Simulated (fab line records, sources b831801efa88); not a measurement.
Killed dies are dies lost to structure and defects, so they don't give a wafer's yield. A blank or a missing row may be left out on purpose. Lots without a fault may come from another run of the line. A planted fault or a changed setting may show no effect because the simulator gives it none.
A struck lot beside a sound one | flow gf180mcu | 15 steps out of a route of 602
Sound: wafers L126.1, L126.4, L126.6. Struck: wafer L135.1. (L135.3, L135.5 of the same lot were not struck and are left out.) The cause comes at the end.
At each step with rows: each side's tool, then ch and its chambers, then its first start. Under that, the readings that differ: sound wafers | struck wafers | difference of the means | sigmas: that difference in standard deviations of wafers without a fault.
alike: readings whose means differ by less than 2 such deviations, and words and numbers that are the same on both sides. not compared: withheld readings, readings that some wafer has no value for, bounds like >300 that may hide the same value, and numbers for which the record gives no deviation and whose values overlap.
The two part at a step that has a row with sigmas, a row that says differs or no value, or rows on one side only. Numbers that don't overlap but have no deviation are shown without sigmas and don't part them. A reading that every wafer of one side lacks parts them only if that side has two wafers or more.

first, 1 step without rows for these wafers: GF_DUAL_GATE_DEVELOP_10 (develop time 60 s).
GF_DUAL_GATE_OVL_MEAS_11:
  sound on overlay-01, day 11 04:59; struck on overlay-02, day 13 05:55
  alike: DUAL_GATE_OVL
then, 1 step without rows for these wafers: GF_DUAL_GATE_WET_ETCH_12 (etches SiO2 in dHF, target depth 13 nm, time 260 s).
GF_DUAL_GATE_STRIP_13: strips in O2/N2.
  sound on plasma_asher-01 ch 0,1, day 11 05:07; struck on plasma_asher-04 ch 0, day 13 06:02
  alike: drypump_motor_current_A, heater_power_w, oes_product_au, strip_time_to_endpoint_s
  not compared: rf_hours_counter_h
then, 3 steps without rows for these wafers: GF_DUAL_GATE_CLEAN_14 (cleans in SC1/SC2, time 150 s); GF_DUAL_GATE_OXIDATION_15 (stabilise 600 s, purge 300 s, target thk 7.098 nm); GF_POLY_GATE_CVD_00 (deposits poly-Si, target thk 200 nm, time 1200 s).
GF_POLY_GATE_THK_MEAS_01:
  sound on film_metro-01, day 11 08:12; struck on film_metro-04, day 13 09:44
  alike: POLY_GATE_CVD_00_THK
then, 4 steps without rows for these wafers: GF_POLY_GATE_DEHYDRATE_02 (time 60 s); GF_POLY_GATE_HMDS_03 (prime time 60 s); GF_POLY_GATE_COAT_04; GF_POLY_GATE_COAT_05 (resist thk 700 nm).
GF_POLY_GATE_SOFTBAKE_06: time 60 s.
  sound on litho_track-01 ch 0, day 11 17:00; struck on litho_track-03 ch 0, day 13 19:00
  reading          | sound             | struck | difference | sigmas
  run_length_s (s) | 89.36 89.74 89.48 | 92.53  | +3.00      | +13
then, 1 step without rows for these wafers: GF_POLY_GATE_EXPOSE_07 (exposes mask Poly2, target cd 280 nm).
GF_PASSIVATION_PROBE_99:
  the record has rows for the sound wafers here (prober-01, day 32 02:26) and none for the struck ones

WHERE THEY PART
First at GF_POLY_GATE_SOFTBAKE_06; last, within this record, at GF_PASSIVATION_PROBE_99.

WHY: what the simulator had put in
Process parameter drift: litho_track-03, from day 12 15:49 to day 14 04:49, at GF_POLY_GATE_SOFTBAKE_06. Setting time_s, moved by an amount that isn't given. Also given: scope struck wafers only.
